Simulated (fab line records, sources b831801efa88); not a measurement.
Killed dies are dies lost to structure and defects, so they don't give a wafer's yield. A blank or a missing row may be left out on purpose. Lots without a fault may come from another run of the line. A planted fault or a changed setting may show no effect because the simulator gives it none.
Which tool did it? | flow gf180mcu | 13 lots, 39 wafers sampled, at 2 steps of a route of 602

WHAT THE GAUGES READ, wafer by wafer
GF_V1_THK_MEAS_03. Usual: V1_CVD_02_THK 852 nm, standard deviation 12.
lot  | measured     | on            | V1_CVD_02_THK (nm) | flag
L910 | day 17 09:34 | film_metro-01 | 847 856 852        |
L911 | day 18 02:17 | film_metro-01 | 851 862 852        |
L912 | day 18 04:26 | film_metro-01 | 836 832 850        |
L913 | day 18 10:07 | film_metro-02 | 842 833 849        |
L914 | day 18 20:07 | film_metro-01 | 857 854 842        |
L915 | day 19 04:44 | film_metro-04 | 852 875 861        |
L917 | day 20 08:34 | film_metro-01 | 860 842 849        |
L918 | day 20 12:24 | film_metro-02 | 847 847 833        |
L922 | day 21 15:25 | film_metro-04 | 857 852 855        |
L927 | day 23 11:34 | film_metro-01 | 844 848 861        |
L930 | day 24 06:09 | film_metro-02 | 808 828 831        |
L931 | day 24 15:30 | film_metro-01 | 841 867 853        |
L932 | day 24 20:07 | film_metro-04 | 829 836 852        |

GF_V1_THK_MEAS_25: measures by xrf. Usual: V1_W_THK 349 nm, standard deviation 6.2.
lot  | measured     | on            | V1_W_THK (nm) | flag
L910 | day 18 10:19 | film_metro-01 | 356 353 365   |
L911 | day 19 03:46 | film_metro-02 | 349 358 350   |
L912 | day 19 05:53 | film_metro-04 | 348 351 355   |
L913 | day 19 11:41 | film_metro-04 | 349 349 348   |
L914 | day 19 22:08 | film_metro-02 | 358 348 347   |
L915 | day 20 07:08 | film_metro-01 | 357 345 347   |
L917 | day 21 11:01 | film_metro-04 | 348 345 355   |
L918 | day 21 13:37 | film_metro-01 | 355 348 348   |
L922 | day 22 16:25 | film_metro-02 | 341 345 339   |
L927 | day 24 11:39 | film_metro-01 | 344 337 336   |
L930 | day 25 05:48 | film_metro-04 | 349 344 353   |
L931 | day 25 14:15 | film_metro-02 | 345 351 356   |
L932 | day 25 19:31 | film_metro-01 | 344 349 343   |

WHICH TOOL RAN EACH LOT (tool, then ch and the chambers of the sampled wafers, then the start)
The record holds no process step before these readings.

WHAT THE TOOLS THEMSELVES READ (means of the sampled wafers that have a number; where no wafer has one, the mark that the record gives instead)
The record holds no such reading with a usual standard deviation.

THE ANSWER, worked out from the rows above alone
Rule: a lot is off if the mean of its wafers that have a number lies more than 3 standard deviations from the usual mean. A lot without any number at a reading at which 4 lots or more have one is off too. The other lots that the step has rows for count as sound. The gauges are gone through in route order, then the tools' own readings, and for those a lot's mean is taken as printed above. The first step at which some lot is off is used, and at that step the reading that is off furthest; a lot without a number counts as furthest.
No lot is off at any reading shown: from this, nothing can be told.

WHAT THE SIMULATOR HAD PUT IN
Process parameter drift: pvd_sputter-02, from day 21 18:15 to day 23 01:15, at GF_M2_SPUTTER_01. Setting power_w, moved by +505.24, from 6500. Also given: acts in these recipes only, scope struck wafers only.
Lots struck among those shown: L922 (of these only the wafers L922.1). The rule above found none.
